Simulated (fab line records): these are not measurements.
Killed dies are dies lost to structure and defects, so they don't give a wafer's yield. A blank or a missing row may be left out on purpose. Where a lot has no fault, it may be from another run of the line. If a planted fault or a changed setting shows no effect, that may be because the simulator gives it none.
Code-filled problem report in 8D (eight disciplines) form	flow gf180mcu	the parts of the form that need people (team, actions taken, sign-off) are left out

== 1. THE PROBLEM ==
chamber-pressure-pa at GF_V1_SPUTTER_21 reads a mean of 5.563 Pa on 2 wafers of 2 lots; wafers without a fault read 5.001 Pa with a standard deviation of 0.0094. Relative to the usual mean, that is a shift of +60 standard deviations.
The step: material Ti, target thk 15 nm, time 80.02 s.
Earliest sighting: wafer L500.2 on pvd-sputter-01 at day 24 01:51. At this step, 18 wafers from 6 lots have a number in the record. Rule for "out", or "out of limits": more than 4 standard deviations from the usual mean. Any other wafer with a number is counted as sound.

== 2. WHAT IT IS, WHAT IT ISN'T ==
question	is	is not
which readings at this step	chamber-pressure-pa	throttle-valve-pct
which lots	L500, L502	L489, L492, L505, L506
which wafers of those lots	L500.2, L502.2	L500.4, L500.5, L502.1, L502.5
read on which tools	pvd-sputter-01	pvd-sputter-02, pvd-sputter-03
when	from day 24 01:51	up to then (8 sound wafers); but 8 sound wafers of L502, L505, L506 came after

== 3. WHAT RULES OUT EACH SUSPECT ==
Counting: if a tool at a process step up to the reading ran every lot that is out, it stays a suspect. Sound lots after the first of them don't rule it out here, since some wafers of a struck lot are sound.
- pvd-sputter-01 at GF_V1_SPUTTER_21 (material Ti, target thk 15 nm, time 80.02 s): kept. Ran every lot that is out, first one L500 (day 24 01:51); last sound lot up to then L492 (day 21 07:38). Out on those wafers are its own readings of chamber-pressure-pa.
Remaining after the count: pvd-sputter-01 at GF_V1_SPUTTER_21.

== 4. THE CAUSE (what the simulator had put in) ==
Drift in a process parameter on pvd-sputter-01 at GF_V1_SPUTTER_21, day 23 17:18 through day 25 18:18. Setting chamber-pressure-pa shifted by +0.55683 from 5. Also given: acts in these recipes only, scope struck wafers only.
Only this tool survived the counting.

== 5. THE EFFECT CHAIN, in route order ==
One row per reading whose mean, taken over the struck wafers that have a number, lies over 3 standard deviations from the usual. Only readings for which the record gives a usual standard deviation are gone through. hours: the time from each lot's start at the first step in this table that gives one to its start at this step, as a median over the lots. sigmas: the change in usual standard deviations.
hours	step	reading	usual	on struck wafers	change	sigmas
0	GF_V1_SPUTTER_21	chamber-pressure-pa	5.001 Pa	5.563	+0.562	+60
It contains these process steps:
- GF_V1_SPUTTER_21: material Ti, target thk 15 nm, time 80.02 s.

== 6. HOW IT WOULD HAVE BEEN CAUGHT EARLIER ==
First out-of-limits reading in this record: day 24 01:51, which is 9 hours after fault onset at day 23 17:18.
